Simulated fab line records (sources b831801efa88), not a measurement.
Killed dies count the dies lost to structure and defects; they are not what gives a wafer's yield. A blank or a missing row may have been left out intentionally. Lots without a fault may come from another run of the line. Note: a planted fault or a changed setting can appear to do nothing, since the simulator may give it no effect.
fab line records	flow sky130
record lots=5	wafers=15	lastDay=49
route steps=708 shown SONOS_TUNNEL@166 SONOS_ONO@168 PAD_OPEN@708
lots that met no fault: taken from a fault-free run of the same line
startH: the number of hours between the record's first day and the start of the first shown wafer of the lot	waitH: hours since the lot's step before	" as in the row above	L1.1+2: one row covering several wafers at once	- no value, or no start given	* or withheld: withheld	< > ~ a bound
route shown NAME@n: a module of which the file shows steps, and the number in the route of the first	usual: average and standard deviation across the fault-free wafers	same: alike in all rows	chamber/n: place in a boat	sites: the reading at each site	_std_site: the values' standard deviation	_edge_site: outer sites' mean less inner sites'	radiusMm: how far each site lies from the wafer's centre	mask NAME#n: copy n	behind: the tool/chamber that last shaped the wafer	hold: why the lot went on hold/how many hours it stayed there/how the hold came to an end	device: names the non-switching transistor (n, p or np)	end of line: the tests these same wafers got at the end of their route	a step with no rows: only its recipe	killed: dies that structure and defects cost at the first sort, which is not the same as the wafer's yield	map: the dies of a wafer, with x for killed, . for not killed, _ for no die there
set.NAME: the setting the step ran with; set.NAME@STEP: the setting that earlier step ran with	model.NAME: the simulator's own value behind a step, which no gauge read
lots at selected steps of the route; one table per step, one row per wafer
services: a tool's chamber out of use, with start hour (startH, from the record's first day; less than 0 if before it), hours out, and reason
## steps
# step SKY_SONOS_TUNNEL_TW_MEAS_12
# usual SONOS_TUNNEL_TW=198.3/1.8
lot.wafer	tool	chamber	startH	waitH	SONOS_TUNNEL_TW
L708.1	filmMetro-03	-	290.89	0.0	195.9
L708.3	"	-	"	"	194.7
L708.4	"	-	"	"	196.8
L714.1	filmMetro-03	-	340.69	0.0	198.3
L714.4	"	-	"	"	197.2
L714.6	"	-	"	"	198.3
L718.2	filmMetro-02	-	367.48	0.0	199.8
L718.3	"	-	"	"	200.0
L718.6	"	-	"	"	200.5
L719.1	filmMetro-04	-	370.20	0.0	199.4
L719.2	"	-	"	"	199.7
L719.5	"	-	"	"	199.3
L720.1	filmMetro-03	-	377.29	0.0	195.8
L720.2	"	-	"	"	196.3
L720.6	"	-	"	"	196.5
# step SKY_SONOS_TUNNEL_CLEAN_13
# recipe chemistry=dHF	timeS=20	dilution=100:1	dry=ipaMarangoni
# step SKY_SONOS_ONO_OXIDATION_00
# recipe tempC=800	ambient=O2	idleTempC=700	rampUpCPerMin=10	rampDownCPerMin=3	stabiliseS=600	purgeS=300	targetThkA=26	oxTimeS=1249
# step SKY_SONOS_ONO_THK_MEAS_01
# recipe reads=SiO2_of_SONOS_ONO_OXIDATION_00
# usual SONOS_ONO_OXIDATION_THK=2.62/0.056
lot.wafer	tool	chamber	startH	waitH	SONOS_ONO_OXIDATION_THK[nm]
L708.1	filmMetro-02	-	294.99	0.0	2.68
L708.3	"	-	"	"	2.62
L708.4	"	-	"	"	2.60
L714.1	filmMetro-01	-	343.68	0.0	2.55
L714.4	"	-	"	"	2.53
L714.6	"	-	"	"	2.57
L718.2	filmMetro-01	-	369.52	0.0	2.64
L718.3	"	-	"	"	2.60
L718.6	"	-	"	"	2.61
L719.1	filmMetro-02	-	372.35	0.0	2.59
L719.2	"	-	"	"	2.58
L719.5	"	-	"	"	2.65
L720.1	filmMetro-03	-	379.85	0.0	2.65
L720.2	"	-	"	"	2.62
L720.6	"	-	"	"	2.65
# step SKY_SONOS_ONO_CVD_02
# recipe material=Si3N4	precursor=DCS/NH3	targetThkNm=10.5	tempC=770	timeS=180	pressureMtorr=250
# step SKY_SONOS_ONO_THK_MEAS_03
# recipe reads=Si3N4_of_SONOS_ONO_CVD_02
# usual SONOS_ONO_CVD_02_THK=10.48/0.14
lot.wafer	tool	chamber	startH	waitH	SONOS_ONO_CVD_02_THK[nm]
L708.1	filmMetro-03	-	297.08	0.0	10.36
L708.3	"	-	"	"	10.30
L708.4	"	-	"	"	10.44
L714.1	filmMetro-03	-	344.79	0.0	10.33
L714.4	"	-	"	"	10.26
L714.6	"	-	"	"	10.35
L718.2	filmMetro-03	-	370.63	0.0	10.60
L718.3	"	-	"	"	10.72
L718.6	"	-	"	"	10.74
L719.1	filmMetro-01	-	375.10	0.0	10.36
L719.2	"	-	"	"	10.35
L719.5	"	-	"	"	10.27
L720.1	filmMetro-03	-	381.58	0.0	10.51
L720.2	"	-	"	"	10.61
L720.6	"	-	"	"	10.43
# step SKY_SONOS_ONO_CVD_04
# recipe material=SiO2	precursor=SiH4/N2O	targetThkNm=5.7199	tempC=900	pressureMtorr=400
# step SKY_SONOS_ONO_THK_MEAS_05
# recipe reads=SiO2_of_SONOS_ONO_CVD_04
# usual SONOS_ONO_CVD_04_THK=5.67/0.12
lot.wafer	tool	chamber	startH	waitH	SONOS_ONO_CVD_04_THK[nm]
L708.1	filmMetro-02	-	298.39	0.0	5.78
L708.3	"	-	"	"	5.79
L708.4	"	-	"	"	5.72
L714.1	filmMetro-01	-	346.10	0.0	5.61
L714.4	"	-	"	"	5.52
L714.6	"	-	"	"	5.67
L718.2	filmMetro-02	-	371.94	0.0	5.47
L718.3	"	-	"	"	5.50
L718.6	"	-	"	"	5.46
L719.1	filmMetro-02	-	376.41	0.0	5.61
L719.2	"	-	"	"	5.67
L719.5	"	-	"	"	5.64
L720.1	filmMetro-01	-	382.89	0.0	5.77
L720.2	"	-	"	"	5.86
L720.6	"	-	"	"	5.80
# step SKY_SONOS_ONO_DEHYDRATE_06
# recipe tempC=200	timeS=60
# step SKY_SONOS_ONO_HMDS_07
# recipe primeTimeS=60	primeTempC=120
# step SKY_SONOS_ONO_COAT_08
# recipe resist=NOVOLAK	spinRpm=3000	resistThkNm=1140
# step SKY_SONOS_ONO_SOFTBAKE_09
# recipe tempC=90	timeS=60	resist=NOVOLAK
# step SKY_SONOS_ONO_EXPOSE_10
# recipe maskId=ONOM	targetCdNm=410	na=0.6	sourceShape=conventional	sigmaOuter=0.6	doseMj=150
# usual exposureDoseMJCm2=151.72/0.13
lot.wafer	tool	chamber	startH	waitH	mask	exposureDoseMJCm2
L708.1	ilineStepper-02	0	310.70	-	ONOM#0	151.55
L708.3	"	0	"	"	ONOM#0	151.85
L708.4	"	0	"	"	ONOM#0	151.52
L714.1	ilineStepper-02	0	360.27	-	ONOM#0	151.72
L714.4	"	0	"	"	ONOM#0	151.85
L714.6	"	0	"	"	ONOM#0	151.99
L718.2	ilineStepper-02	0	386.29	-	ONOM#0	134.97
L718.3	"	0	"	"	ONOM#0	134.92
L718.6	"	0	"	"	ONOM#0	135.06
L719.1	ilineStepper-01	0	391.40	-	ONOM#0	151.71
L719.2	"	0	"	"	ONOM#0	151.41
L719.5	"	0	"	"	ONOM#0	151.82
L720.1	ilineStepper-01	0	397.63	-	ONOM#0	151.72
L720.2	"	0	"	"	ONOM#0	151.65
L720.6	"	0	"	"	ONOM#0	151.70
# step SKY_SONOS_ONO_PEB_11
# recipe tempC=withheld	timeS=*	resist=NOVOLAK
# step SKY_SONOS_ONO_DEVELOP_12
# recipe developTimeS=60	devTempC=24.08
lot.wafer	tool	chamber	startH	waitH	model.SONOS_ONO.cdNm
L708.1	lithoTrack-01	0	323.58	0.1	410.2
L708.3+4	"	0	"	"	410.7
L714.1	lithoTrack-02	0	374.02	0.1	411.1
L714.4	"	0	"	"	409.7
L714.6	"	0	"	"	409.2
L718.2	lithoTrack-04	0	400.13	0.1	197.4
L718.3	"	0	"	"	149.7
L718.6	"	0	"	"	293.4
L719.1	lithoTrack-02	0	404.62	0.1	412.5
L719.2	"	0	"	"	410.3
L719.5	"	0	"	"	412.3
L720.1	lithoTrack-01	0	411.83	0.1	409.2
L720.2	"	0	"	"	409.7
L720.6	"	0	"	"	409.8
# step SKY_SONOS_ONO_CD_MEAS_13
# recipe targetCdNm=410
# usual cdNm=409.9/2.1
lot.wafer	tool	chamber	startH	waitH	cdNm
L708.1	cdSem-02	-	323.73	0.1	410.2
L708.3	"	-	"	"	410.7
L708.4	"	-	"	"	410.6
L714.1	cdSem-02	-	374.17	0.1	411.3
L714.4	"	-	"	"	409.6
L714.6	"	-	"	"	409.4
L718.2	cdSem-01	-	400.28	0.1	197.2
L718.3	"	-	"	"	149.7
L718.6	"	-	"	"	293.5
L719.1	cdSem-02	-	404.77	0.1	412.5
L719.2	"	-	"	"	410.0
L719.5	"	-	"	"	412.4
L720.1	cdSem-01	-	411.98	0.1	409.3
L720.2	"	-	"	"	409.9
L720.6	"	-	"	"	410.0
# step SKY_SONOS_ONO_OVL_MEAS_14
# usual SONOS_ONO_OVL=-1.1/1.5
lot.wafer	tool	chamber	startH	waitH	SONOS_ONO_OVL[nm]
L708.1	overlay-02	-	323.85	0.1	-1.8
L708.3	"	-	"	"	-2.0
L708.4	"	-	"	"	-0.7
L714.1	overlay-01	-	374.29	0.1	-1.9
L714.4	"	-	"	"	-2.1
L714.6	"	-	"	"	-1.8
L718.2	overlay-01	-	400.38	0.1	2.4
L718.3	"	-	"	"	-0.4
L718.6	"	-	"	"	-1.6
L719.1	overlay-01	-	404.89	0.1	-1.7
L719.2	"	-	"	"	-1.7
L719.5	"	-	"	"	-0.9
L720.1	overlay-01	-	412.10	0.1	-0.4
L720.2	"	-	"	"	-1.1
L720.6	"	-	"	"	-2.1
# step SKY_SONOS_ONO_ETCH_15
# recipe targetDepthNm=19.52	chemistry=CHF3/O2	sourceW=600	biasW=200	pressureMtorr=40	chf3FlowSccm=50	O2_flow_sccm=5	timeS=7.8
# usual drypumpMotorCurrentA=5.8/0.33	oesProductAu=0.995/0.01	throttleValvePct=8.823/0.0099
lot.wafer	tool	chamber	startH	waitH	drypumpMotorCurrentA	oesProductAu	rfHoursCounterH	throttleValvePct	model.SONOS_ONO.cdNm
L708.1	rieDiel-03	0	323.89	0.0	5.5	1.007	87	8.837	410.2
L708.3	"	3	"	"	5.7	0.991	86	8.833	410.5
L708.4	"	3	"	"	5.7	0.987	-	8.818	410.5
L714.1	rieDiel-04	2	374.33	0.0	5.6	0.991	10	8.817	411.3
L714.4	"	0	"	"	6.3	0.990	5	8.817	409.4
L714.6	"	3	"	"	6.1	0.998	-	8.837	409.3
L718.2	rieDiel-04	2	400.41	0.0	5.7	0.973	10	8.803	197.5
L718.3	"	0	"	"	6.3	0.993	6	8.841	149.6
L718.6	"	1	"	"	6.0	0.985	-	8.806	293.3
L719.1	rieDiel-02	2	404.93	0.0	5.8	1.010	107	8.832	412.4
L719.2	"	1	"	"	5.7	0.986	1	8.812	410.4
L719.5	"	1	"	"	5.8	0.996	-	8.813	412.5
L720.1	rieDiel-04	0	412.14	0.0	6.3	0.992	6	8.812	409.1
L720.2	"	2	"	"	5.7	0.986	10	8.826	409.9
L720.6	"	0	"	"	6.3	0.993	-	8.833	409.7
# step SKY_SONOS_ONO_WET_ETCH_16
# recipe chemistry=dHF	targetDepthNm=14	dry=n2Spin	target=SiO2	dilution=100:1	tempC=25	timeS=280
# step SKY_PAD_OPEN_PROBE_99
# usual killed_at_M0_to_M3=44/6.8	killed_at_M4_up=3.1/1.8	killedAtContacts=25/5.2	killedAtFrontEnd=15/4.1	killedAtOther=0.3/0.62	killedDies=88/9.4	killedOnRim=17/3.7	killedOpen=48/7.1	killedShort=40/6.1
# same grossDies=492	killedAtBackSide=0
lot.wafer	tool	chamber	startH	waitH	killed_at_M0_to_M3	killed_at_M4_up	killedAtContacts	killedAtFrontEnd	killedAtOther	killedDies	killedOnRim	killedOpen	killedShort
L718.2	prober-02	-	1158.03	0.1	44	1	26	418	3	492	96	43	39
L718.3	prober-02	-	1158.08	0.2	37	4	27	424	0	492	96	41	42
L718.6	prober-02	-	1158.23	0.2	26	3	24	438	1	492	96	35	44
L719.1	prober-01	-	1164.10	0.1	46	4	24	18	0	92	23	54	36
L719.5	prober-01	-	1164.30	0.2	43	4	21	18	0	86	14	48	38
L720.1	prober-02	-	1165.38	0.1	62	3	23	16	0	104	23	54	50
L720.2	prober-02	-	1165.43	0.1	35	3	27	17	0	82	18	38	44
L720.6	prober-02	-	1165.63	0.2	56	1	22	19	0	98	20	53	45
# killed by level:class
L718.2 SONOS_ONO:areaExpose=407 VIA1:geometricParticle:open=8 LI_CONTACT:geometricParticle:open=7 METAL1:geometricParticle:short=6 LI_CONTACT:geometricParticle:short=6 VIA1:geometricParticle:short=5 LOCAL_INTERCONNECT:geometricParticle:short=5 CONTACT:geometricParticle:open=5
L718.3 SONOS_ONO:areaExpose=409 CONTACT:geometricParticle:short=11 VIA2:geometricParticle:open=10 LI_CONTACT:geometricParticle:open=8 CONTACT:geometricParticle:open=5 VIA3:geometricParticle:open=5 METAL3:geometricParticle:short=5 POLY_GATE:geometricParticle:short=4
L718.6 SONOS_ONO:areaExpose=413 FIELD_ISO:geometricParticle:short=8 VIA3:geometricParticle:open=6 POLY_GATE:geometricParticle:short=5 LI_CONTACT:geometricParticle:short=5 LOCAL_INTERCONNECT:geometricParticle:short=5 CONTACT:geometricParticle:open=5 METAL1:geometricParticle:short=5
L719.1 VIA2:geometricParticle:open=10 CONTACT:geometricParticle:open=9 VIA1:geometricParticle:open=9 LI_CONTACT:geometricParticle:open=8 METAL1:geometricParticle:short=8 POLY_GATE:geometricParticle:open=5 FIELD_ISO:geometricParticle:short=4 POLY_GATE:geometricParticle:short=4
L719.5 VIA1:geometricParticle:open=13 VIA2:geometricParticle:open=9 VIA3:geometricParticle:open=8 FIELD_ISO:geometricParticle:short=7 LI_CONTACT:geometricParticle:open=4 LI_CONTACT:geometricParticle:short=4 VIA1:geometricParticle:short=4 LOCAL_INTERCONNECT:geometricParticle:short=4
L720.1 CONTACT:geometricParticle:open=15 VIA1:geometricParticle:open=14 METAL1:geometricParticle:short=10 VIA1:geometricParticle:short=8 VIA3:geometricParticle:open=8 POLY_GATE:geometricParticle:short=6 VIA2:geometricParticle:open=6 METAL3:geometricParticle:short=6
L720.2 LI_CONTACT:geometricParticle:open=8 CONTACT:geometricParticle:open=8 VIA1:geometricParticle:open=8 METAL1:geometricParticle:short=7 LOCAL_INTERCONNECT:geometricParticle:short=6 POLY_GATE:geometricParticle:open=4 POLY_GATE:geometricParticle:short=4 METAL2:geometricParticle:short=4
L720.6 VIA1:geometricParticle:open=16 METAL2:geometricParticle:short=8 VIA1:geometricParticle:short=7 VIA2:geometricParticle:open=7 VIA3:geometricParticle:open=7 LI_CONTACT:geometricParticle:short=6 LI_CONTACT:geometricParticle:open=6 CONTACT:geometricParticle:open=5
# map L718.2 (x killed, . not)
__________xxxxxxxxxx_________
________xxxxxxxxxxxxxx_______
______xxxxxxxxxxxxxxxxxx_____
_____xxxxxxxxxxxxxxxxxxxx____
____xxxxxxxxxxxxxxxxxxxxxx___
___xxxxxxxxxxxxxxxxxxxxxxxx__
__xxxxxxxxxxxxxxxxxxxxxxxxxx_
_xxxxxxxxxxxxxxxxxxxxxxxxxxxx
_xxxxxxxxxxxxxxxxxxxxxxxxxxxx
_xxxxxxxxxxxxxxxxxxxxxxxxxxxx
_xxxxxxxxxxxxxxxxxxxxxxxxxxxx
_xxxxxxxxxxxxxxxxxxxxxxxxxxxx
_xxxxxxxxxxxxxxxxxxxxxxxxxxxx
_xxxxxxxxxxxxxxxxxxxxxxxxxxxx
_xxxxxxxxxxxxxxxxxxxxxxxxxxxx
__xxxxxxxxxxxxxxxxxxxxxxxxxx_
___xxxxxxxxxxxxxxxxxxxxxxxx__
____xxxxxxxxxxxxxxxxxxxxxx___
_____xxxxxxxxxxxxxxxxxxxx____
______xxxxxxxxxxxxxxxxxx_____
________xxxxxxxxxxxxxx_______
__________xxxxxxxxxx_________
# map L708.3 (x killed, . not)
__________..x......._________
________.....xx......._______
______........x...x.x..._____
_____...x.....x.....x....____
____x..x........x.........___
___x..........x.x..........__
__.x......x........x..x...x._
_.x.x.x.......x.x.....x.....x
_...............xxx..........
_...x.x.x....................
_.......x.x..xx...x..x..x..x.
_.x...x..x...x.x.....x...x...
_.x.x.........xx.x.....x...x.
_......x......xx...x.........
_...x..........xx...x....x.x.
__.xx........x...x.x.x......_
___x......x..x..x..x.......__
____x...x........xx...x...___
_____.x..............xx..____
______......x...x..xx..x_____
________x.x.........x._______
__________x....x..xx_________
## services
tool	chamber	startH	hours	kind
ilineStepper-02	-	298.61	2.5	repair
rieDiel-04	2	308.53	7.5	repair
lithoTrack-02	-	309.27	-	consumableReplace:filter
rieDiel-03	1	323.88	3.8	repair
rieDiel-02	1	334.28	-	clean
rieDiel-02	1	334.28	17.8	scheduledDown
rieDiel-02	1	334.28	17.8	ventCycle
rieDiel-03	-	342.79	0.3	repair
ilineStepper-01	-	359.11	12.0	repair
ilineStepper-01	-	359.64	8.8	repair
rieDiel-04	3	400.14	-	clean
rieDiel-04	3	400.14	27.2	scheduledDown
rieDiel-04	3	400.14	27.2	ventCycle
rieDiel-03	1	409.66	49.7	repair
ilineStepper-02	0	410.84	-	calibration
## key
firstSign step=SKY_SONOS_ONO_EXPOSE_10	reading=exposureDoseMJCm2	direction=down	sigmas=99+	usual=*	struck=*
effect step=SKY_SONOS_ONO_CD_MEAS_13	reading=cdNm	direction=down	sigmas=95	usual=409.9	struck=213.5	through=controlLoop
effect step=SKY_PAD_OPEN_PROBE_99	reading=killedAtFrontEnd	direction=up	sigmas=99+	usual=15	struck=427
modelEffect step=SKY_SONOS_ONO_DEVELOP_12	value=SONOS_ONO.cdNm	without=408.7	struck=213.5
modelEffect step=SKY_SONOS_ONO_ETCH_15	value=SONOS_ONO.cdNm	without=408.6	struck=213.5
moreKillsBornAt SKY_SONOS_ONO_EXPOSE_10@ilineStepper-02=1230
metAt SKY_SONOS_ONO_EXPOSE_10
struckWafers L718.2,L718.3,L718.6
laterRowsLeftOut L718.2,L718.3,L718.6
testerLeftOut L718
loopTrim step=SKY_SONOS_ONO_EXPOSE_10	setting=dose	lots=L718
onsetBetween 360.27 386.29
fault kind=processParameterDrift	tool=ilineStepper-02	chamber=-	onsetH=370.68	steps=SKY_SONOS_ONO_EXPOSE_10	channel=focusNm	offset=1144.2	spreadByWafer=0.3	shape=step	endH=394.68
# testerLeftOut: of these lots the tester's yield and bins aren't shown, on N5 and GAA mostly nor the transistor test; their killed dies are dies lost to structure and defects alone, not to doping, threshold or leakage, so they don't give the yield
# laterRowsLeftOut: the simulator's readings of these wafers behind a module that went badly wrong aren't trusted and aren't shown, but for the sort
# loopTrim: a control loop set the setting to another value than it would have without faults
